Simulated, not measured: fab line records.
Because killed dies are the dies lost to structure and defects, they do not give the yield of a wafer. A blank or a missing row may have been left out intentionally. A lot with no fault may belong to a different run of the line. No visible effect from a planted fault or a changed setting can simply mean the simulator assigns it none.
A single fault, viewed from 2 desks || flow gf180mcu || each desk has only its own numbers; what lay behind them comes last

## AT THE TOOL OWNER'S DESK: litho track-02
The tool's own readings at GF_V3_SOFTBAKE_10 (time 60 s): means of the sampled wafers that have a number, for each lot that ran on this tool. Any lot whose mean is over 4 standard deviations away from the usual mean is out of limits and marked OUT; that distance is given in the brackets.
Columns: A = heater power total W at GF_V3_SOFTBAKE_10, usual 93.05 W; B = plate temp C at GF_V3_SOFTBAKE_10, usual 130.05 C
{"lot": "L508", "first seen here": "day 23 00:00", "A": 93.06, "B": 130.17}
{"lot": "L511", "first seen here": "day 24 17:00", "A": "97.21 (+69) OUT", "B": "134.44 (+34) OUT"}
{"lot": "L512", "first seen here": "day 24 21:00", "A": "97.23 (+70) OUT", "B": "134.44 (+34) OUT"}
{"lot": "L526", "first seen here": "day 28 19:00", "A": 93.03, "B": 130.06}
{"lot": "L528", "first seen here": "day 29 05:00", "A": 93.01, "B": 130.12}
This desk's finding: out of limits on L511, L512; first on L511, day 24 17:00 (heater power total W at GF_V3_SOFTBAKE_10). In limits: L508, L526, L528.

## METROLOGY DESK
What the gauges read for every lot (on any tool): the sampled wafers with a number, averaged. Any lot whose mean is over 4 standard deviations away from the usual mean is out of limits and marked OUT; that distance is given in the brackets.
Columns: A = cd nm at GF_M3_CD_MEAS_14, usual 279.9 nm; B = M3_OVL at GF_M3_OVL_MEAS_15, usual 2 nm; C = cd nm at GF_V3_CD_MEAS_14, usual 260.0 nm
{"lot": "L506", "first seen here": "day 21 17:45", "A": 279.6, "B": -4, "C": 259.8}
{"lot": "L508", "first seen here": "day 22 11:10", "A": 278.4, "B": -5, "C": 260.7}
{"lot": "L509", "first seen here": "day 23 07:30", "A": 280.9, "B": 0, "C": 257.6}
{"lot": "L511", "first seen here": "day 24 04:23", "A": 279.1, "B": 9, "C": "274.7 (+15) OUT"}
{"lot": "L512", "first seen here": "day 24 09:59", "A": 279.9, "B": 2, "C": "274.6 (+15) OUT"}
{"lot": "L520", "first seen here": "day 27 01:47", "A": 279.5, "B": -5, "C": 259.1}
{"lot": "L522", "first seen here": "day 27 06:52", "A": 280.7, "B": 5, "C": 259.1}
{"lot": "L523", "first seen here": "day 27 14:07", "A": 279.4, "B": 10, "C": 259.5}
{"lot": "L524", "first seen here": "day 27 22:39", "A": 280.1, "B": 10, "C": 260.2}
{"lot": "L526", "first seen here": "day 28 07:43", "A": 279.6, "B": 9, "C": 260.8}
{"lot": "L527", "first seen here": "day 28 13:10", "A": 279.6, "B": 9, "C": 261.4}
{"lot": "L528", "first seen here": "day 28 18:16", "A": 282.3, "B": -4, "C": 259.4}
This desk's finding: out of limits on L511, L512; first on L511, day 25 04:37 (cd nm at GF_V3_CD_MEAS_14). In limits: L506, L508, L509, L520, L522, L523, L524, L526, L527, L528.

## PUT TOGETHER
The tool owner's desk could have raised an alarm at day 24 17:00, on L511, L512.
L511, L512 would have let the metrology desk raise an alarm at day 25 04:37.
All the named lots went through GF_V3_SOFTBAKE_10 on litho track-02.

## WHAT THE SIMULATOR HAD PUT IN
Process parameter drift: litho track-02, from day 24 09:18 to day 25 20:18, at GF_V3_SOFTBAKE_10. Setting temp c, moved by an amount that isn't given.
Shown lots that were struck: L511, L512.
Counting hours from when the fault started, the first reading out of limits came at 8 for the tool owner's desk and at 19 for the metrology desk.
